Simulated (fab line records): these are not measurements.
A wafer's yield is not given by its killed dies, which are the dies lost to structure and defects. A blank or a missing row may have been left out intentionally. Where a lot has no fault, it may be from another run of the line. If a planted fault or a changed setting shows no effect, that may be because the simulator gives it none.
Which of the tools did it?    flow gf180mcu    14 lots with 42 wafers sampled at 3 steps, on a route of 602 steps

WHAT THE GAUGES SHOWED, per wafer
GF_HV_LDD_CD_MEAS_19: the cd target is 400 nm. Usual: 400.8 nm for cd_nm, sd 2.2.
lot   measured      on         cd_nm (nm)         flag
L514  day 11 02:19  cd_sem-01  405.9 405.7 402.6  
L515  day 11 10:22  cd_sem-01  401.3 402.6 405.1  
L517  day 11 19:10  cd_sem-02  401.1 400.9 402.4  
L516  day 11 20:47  cd_sem-02  402.9 404.1 401.7  
L518  day 12 05:43  cd_sem-01  401.2 401.6 403.4  
L522  day 13 06:16  cd_sem-01  399.5 403.3 401.3  
L523  day 13 14:11  cd_sem-01  399.8 400.6 402.2  
L524  day 13 21:18  cd_sem-01  403.6 402.1 402.5  
L525  day 14 08:54  cd_sem-02  396.8 395.4 397.1  
L526  day 14 11:47  cd_sem-01  398.7 399.1 399.3  
L527  day 14 15:49  cd_sem-01  398.5 400.5 399.9  
L528  day 15 06:14  cd_sem-01  402.3 401.5 401.9  
L530  day 15 17:05  cd_sem-01  400.9 400.7 401.7  
L534  day 17 00:38  cd_sem-02  399.3 397.1 399.7  

GF_HV_LDD_OVL_MEAS_20. Usual: HV_LDD_01_OVL 0.5 nm, standard deviation 1.4.
lot   measured      on          HV_LDD_01_OVL (nm)  flag
L514  day 11 02:25  overlay-01  2.0 0.1 0.5         
L515  day 11 10:29  overlay-01  -0.2 2.2 1.7        
L517  day 11 19:15  overlay-02  1.9 1.2 3.9         
L516  day 11 20:55  overlay-02  1.4 1.2 2.1         
L518  day 12 05:50  overlay-01  0.7 -0.4 -1.3       
L522  day 13 06:22  overlay-01  0.3 0.0 1.2         
L523  day 13 14:19  overlay-02  2.1 0.1 -0.2        
L524  day 13 21:25  overlay-01  -1.5 -1.4 -0.5      
L525  day 14 09:01  overlay-02  -1.0 1.5 2.2        
L526  day 14 11:52  overlay-02  1.3 1.4 0.0         
L527  day 14 15:56  overlay-02  1.2 0.4 2.2         
L528  day 15 06:19  overlay-01  1.3 2.2 3.5         
L530  day 15 17:12  overlay-01  -1.5 -0.7 -1.5      
L534  day 17 00:45  overlay-02  -1.1 0.2 -1.8       

GF_SAB_THK_MEAS_01. Usual: SAB_CVD_00_THK 50.0 nm, standard deviation 0.7.
lot   measured      on             SAB_CVD_00_THK (nm)  flag
L514  day 14 13:25  film_metro-01  49.7 50.5 51.0       
L515  day 14 22:53  film_metro-01  49.2 49.1 49.3       
L517  day 15 08:47  film_metro-04  50.3 50.5 50.9       
L516  day 15 11:28  film_metro-01  50.0 49.6 50.5       
L518  day 15 21:04  film_metro-01  50.0 49.8 50.4       
L522  day 17 02:08  film_metro-04  50.3 50.0 48.6       
L523  day 17 09:10  film_metro-01  50.0 49.8 49.8       
L524  day 17 18:15  film_metro-03  49.1 48.5 49.5       
L525  day 18 06:56  film_metro-04  49.4 50.0 49.3       
L526  day 18 10:35  film_metro-01  50.5 50.2 51.0       
L527  day 18 13:35  film_metro-04  49.6 51.1 50.3       
L528  day 19 06:14  film_metro-04  49.9 49.8 49.5       
L530  day 19 19:49  film_metro-01  50.6 51.2 51.1       
L534  day 21 04:04  film_metro-01  49.7 50.5 50.4       

WHICH TOOL RAN EACH LOT (tool, then ch and the chambers of the sampled wafers, then the start)
Before these readings, the record contains no process step.

AS READ BY THE TOOLS THEMSELVES (means over the sampled wafers that have a number; for cases with no such wafer, the mark the record gives instead)
The record holds no such reading with a usual standard deviation.

THE ANSWER, worked out from the rows above alone
Rule: a lot is off if the mean of its wafers that have a number lies more than 3 standard deviations from the usual mean. A lot without any number at a reading at which 4 lots or more have one is off too. All remaining lots with rows at the step are treated as sound. After the gauges, taken in route order, come the tools' own readings; for these a lot's mean is taken, as printed above. The first step at which some lot is off is used, and at that step the reading that is off furthest; a lot without a number counts as furthest.
No lot is off at any reading shown: from this, nothing can be told.

WHAT HAD BEEN PUT IN BY THE SIMULATOR
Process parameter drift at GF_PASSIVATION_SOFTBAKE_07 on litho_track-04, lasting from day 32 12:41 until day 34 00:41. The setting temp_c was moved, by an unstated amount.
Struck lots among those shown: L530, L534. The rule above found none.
